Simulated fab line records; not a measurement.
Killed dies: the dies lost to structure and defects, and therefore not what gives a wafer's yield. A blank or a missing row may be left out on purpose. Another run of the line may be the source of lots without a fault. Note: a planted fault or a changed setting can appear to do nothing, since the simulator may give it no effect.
8D (eight disciplines) problem report, filled in by code ; flow sky130 ; the parts of the form that need people (team, actions taken, sign-off) are left out

== 1. PROBLEM STATEMENT ==
Wafers without a fault read 99.95 W, standard deviation 0.3; bias-w at SKY_VIA1_ETCH_14 reads a mean of 76.09 W on 2 wafers belonging to 2 lots. Relative to the usual mean, that is a shift of -80 standard deviations.
The step: etches BARC in N2/H2, stops on SiO2, time 45.9 s, target depth 60 nm.
Earliest sighting: wafer L618.3 on rie-diel-04 at day 35 10:38. The record holds 36 wafers of 12 lots with a number at this step. Rule for "out", or "out of limits": more than 4 standard deviations from the usual mean. The rest of the wafers with a number are treated as sound.

== 2. WHAT THIS IS AND IS NOT ==
question;is;is not
which readings at this step;bias-w;drypump-motor-current-A, oes-product-au
which lots;L618, L619;L613, L615, L616, L628, L629, L631, L633, L634, L635, L636
which wafers of those lots;L618.3, L619.1;L618.2, L618.6, L619.4, L619.5
read on which tools;rie-diel-04;rie-diel-02, rie-diel-03
when;from day 35 10:38;"up to then (11 sound wafers); but 23 sound wafers of L619, L628, L629, L631, L633, L634, L635, L636 came after"

== 3. SUSPECTS, AND WHAT RULES EACH OUT ==
Counting: if a tool at a process step up to the reading ran every lot that is out, it stays a suspect. Sound lots after the first of them don't rule it out here, since some wafers of a struck lot are sound.
- rie-diel-04 at SKY_VIA1_ETCH_14 (etches BARC in N2/H2, stops on SiO2, time 45.9 s, target depth 60 nm): kept. Ran every lot that is out, first one L618 (day 35 10:38); last sound lot up to then L616 (day 34 20:11). Its own readings are out on those wafers: bias-w.
- rie-diel-04, SKY_VIA1_ETCH_14: wafers that are out in chamber 2, sound lot-mates in chambers 0, 1.
Remaining after the count: rie-diel-04 at SKY_VIA1_ETCH_14.

== 4. THE CAUSE (what the simulator had put in) ==
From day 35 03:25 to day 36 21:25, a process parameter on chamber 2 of rie-diel-04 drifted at SKY_VIA1_ETCH_14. The setting bias-w was moved by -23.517, starting from 100. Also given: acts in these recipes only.
The count eliminated every tool but this one.

== 5. SEQUENCE OF EFFECTS, ordered by route ==
Rows list readings where the struck wafers' mean (over those with a number) sits beyond 3 standard deviations from the usual. Readings are gone through only where the record gives a usual standard deviation; hours: the median, over the lots, of the time from a lot's start at the first step in this table giving one to that lot's start at this step; sigmas: the change measured in usual standard deviations.
hours;step;reading;usual;on struck wafers;change;sigmas
0;SKY_VIA1_ETCH_14;bias-w;99.95 W;76.09;-23.86;-80
The process steps in it:
- SKY_VIA1_ETCH_14: etches BARC in N2/H2, stops on SiO2, time 45.9 s, target depth 60 nm.

== 6. HOW IT WOULD HAVE BEEN CAUGHT EARLIER ==
7 hours passed between the start of the fault at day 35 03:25 and the first reading out of limits in this record, taken at day 35 10:38.
